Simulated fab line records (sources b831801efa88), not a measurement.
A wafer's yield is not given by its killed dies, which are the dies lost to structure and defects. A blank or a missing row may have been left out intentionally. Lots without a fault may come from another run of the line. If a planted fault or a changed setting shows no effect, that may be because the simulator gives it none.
Which tool is to blame? ; flow sky130 ; 13 lots with 39 wafers sampled at 4 steps, on a route of 708 steps

## WHAT EACH GAUGE READ, for each wafer
SKY_NWELL_THK_MEAS_02. Usual: NWELL_OXIDATION_THK typically reads 10.02 nm, with standard deviation 0.22.
lot;measured;on;NWELL_OXIDATION_THK (nm);flag
L495;day 2 13:07;film-metro-03;10.12 10.21 10.34;
L496;day 2 18:32;film-metro-04;9.85 9.98 9.77;
L497;day 2 21:34;film-metro-02;10.49 10.27 10.42;
L498;day 3 04:36;film-metro-03;9.77 9.81 9.71;
L499;day 3 07:30;film-metro-03;9.88 10.16 10.13;
L502;day 4 01:02;film-metro-04;9.75 10.02 9.77;
L504;day 4 11:02;film-metro-04;10.23 10.25 10.22;
L505;day 4 18:59;film-metro-02;9.97 10.01 9.98;
L507;day 5 03:32;film-metro-02;9.99 9.95 10.07;
L508;day 5 07:47;film-metro-04;9.54 9.57 9.61;
L516;day 6 23:59;film-metro-03;9.88 9.86 9.77;
L517;day 7 08:16;film-metro-04;10.19 10.17 10.10;
L518;day 7 11:26;film-metro-02;10.14 10.13 10.17;

SKY_LI_CONTACT_THK_MEAS_01. Usual: LI_CONTACT_HDPCVD_THK typically reads 928 nm, with standard deviation 9.6.
lot;measured;on;LI_CONTACT_HDPCVD_THK (nm);flag
L495;day 27 22:32;film-metro-01;930 944 924;
L496;day 28 04:04;film-metro-04;919 928 917;
L497;day 28 10:46;film-metro-04;919 930 914;
L498;day 28 19:58;film-metro-04;932 928 929;
L499;day 29 10:34;film-metro-04;933 928 930;
L502;day 30 09:01;film-metro-02;921 929 917;
L504;day 31 06:46;film-metro-01;899 924 925;
L505;day 31 15:52;film-metro-02;924 923 913;
L507;day 32 03:37;film-metro-02;926 919 928;
L508;day 32 11:47;film-metro-01;935 931 937;
L516;day 34 21:31;film-metro-04;928 941 926;
L517;day 35 04:20;film-metro-01;911 923 930;
L518;day 35 10:13;film-metro-01;915 919 925;

## WHAT TOOL EACH LOT RAN ON (gives the tool, then ch and the chambers of the sampled wafers, and finally the start)
lot;SKY_VT_ADJUST_PCH_IMPLANT_08;SKY_RES_PROTECT_SOFTBAKE_03
L495;implanter-02 ch 0, day 10 14:05;litho-track-01 ch 0, day 14 15:51
L496;implanter-03 ch 0, day 10 17:03;litho-track-01 ch 0, day 14 17:43
L497;implanter-01 ch 0, day 10 21:11;litho-track-04 ch 0, day 15 02:54
L498;implanter-01 ch 0, day 11 04:49;litho-track-03 ch 0, day 15 12:02
L499;implanter-01 ch 0, day 11 09:36;litho-track-03 ch 0, day 15 17:37
L502;implanter-02 ch 0, day 12 14:53;litho-track-04 ch 0, day 16 21:19
L504;implanter-03 ch 0, day 13 05:50;litho-track-03 ch 0, day 17 19:23
L505;implanter-03 ch 0, day 13 18:22;litho-track-01 ch 0, day 18 07:05
L507;implanter-03 ch 0, day 14 06:32;litho-track-04 ch 0, day 18 22:01
L508;implanter-03 ch 0, day 14 14:10;litho-track-04 ch 0, day 19 09:10
L516;implanter-01 ch 0, day 17 04:10;litho-track-04 ch 0, day 22 02:07
L517;implanter-03 ch 0, day 17 10:59;litho-track-01 ch 0, day 22 08:23
L518;implanter-02 ch 0, day 17 18:59;litho-track-04 ch 0, day 22 17:13
- SKY_VT_ADJUST_PCH_IMPLANT_08
- SKY_RES_PROTECT_SOFTBAKE_03: time 62.71 s.

## AS READ BY THE TOOLS THEMSELVES (means over the sampled wafers that have a number; for cases with no such wafer, the mark the record gives instead)
SKY_VT_ADJUST_PCH_IMPLANT_08. Usual: beam-energy-keV 10.000, standard deviation 0.0031; beam-on-s 10.01 s, standard deviation 0.2; end-station-pressure-torr 4.97e-06 Torr, standard deviation 2.7e-07; faraday-current-uA 2.81, standard deviation 0.055.
lot;tool;beam-energy-keV;beam-on-s (s);end-station-pressure-torr (Torr);faraday-current-uA;flag
L495;implanter-02;10.002;9.87;5.16e-06;2.86;
L496;implanter-03;10.000;10.06;4.96e-06;2.80;
L497;implanter-01;9.999;10.08;4.90e-06;2.80;
L498;implanter-01;10.004;10.14;5.00e-06;2.78;
L499;implanter-01;10.000;10.02;5.08e-06;2.81;
L502;implanter-02;9.997;10.11;4.94e-06;2.79;
L504;implanter-03;9.999;9.89;5.10e-06;2.84;
L505;implanter-03;9.997;9.91;4.81e-06;2.85;
L507;implanter-03;10.000;11.04;6.83e-05;2.48;OFF
L508;implanter-03;10.000;11.20;6.91e-05;2.44;OFF
L516;implanter-01;9.996;10.17;4.97e-06;2.77;
L517;implanter-03;10.003;9.98;5.21e-06;2.82;
L518;implanter-02;10.001;10.09;4.83e-06;2.79;

SKY_RES_PROTECT_SOFTBAKE_03. Usual: plate-sensor-t-centre-C 90.756 C, standard deviation 0.01; plate-sensor-t-edge-C 90.829 C, standard deviation 0.0089; resist-line-temp-C 23.01 C, standard deviation 0.11; softbake-temp-c 90.01 C, standard deviation 0.13.
lot;tool;plate-sensor-t-centre-C (C);plate-sensor-t-edge-C (C);resist-line-temp-C (C);softbake-temp-c (C);flag
L495;litho-track-01;90.749;90.837;23.06;90.05;
L496;litho-track-01;90.752;90.825;22.94;89.99;
L497;litho-track-04;90.760;90.820;23.14;89.81;
L498;litho-track-03;90.765;90.832;22.92;89.84;
L499;litho-track-03;90.759;90.830;23.05;90.02;
L502;litho-track-04;90.754;90.826;22.99;89.94;
L504;litho-track-03;90.755;90.831;23.08;90.07;
L505;litho-track-01;90.755;90.828;23.12;90.12;
L507;litho-track-04;90.753;90.825;22.90;90.18;
L508;litho-track-04;90.747;90.833;22.84;90.08;
L516;litho-track-04;90.746;90.835;23.10;90.12;
L517;litho-track-01;90.757;90.825;22.86;90.11;
L518;litho-track-04;90.760;90.836;23.06;90.07;

## THE ANSWER, worked out from the rows above alone
Rule: a lot is off if the mean of its wafers that have a number lies more than 3 standard deviations from the usual mean. Also off: a lot with no number at a reading for which 4 or more lots have one. The other lots that the step has rows for count as sound. After the gauges, taken in route order, come the tools' own readings; for these a lot's mean is taken, as printed above. At the first step where some lot is off, the reading lying furthest off is the one used; lots without a number count as furthest.
Off at SKY_VT_ADJUST_PCH_IMPLANT_08 (end-station-pressure-torr): L507, L508.
If a tool, at that step or one of the process steps before it, ran each lot that is off and ran no sound lot following the first of them, it fits. Of those tried, none fits.

## WHAT THE SIMULATOR HAD INSERTED
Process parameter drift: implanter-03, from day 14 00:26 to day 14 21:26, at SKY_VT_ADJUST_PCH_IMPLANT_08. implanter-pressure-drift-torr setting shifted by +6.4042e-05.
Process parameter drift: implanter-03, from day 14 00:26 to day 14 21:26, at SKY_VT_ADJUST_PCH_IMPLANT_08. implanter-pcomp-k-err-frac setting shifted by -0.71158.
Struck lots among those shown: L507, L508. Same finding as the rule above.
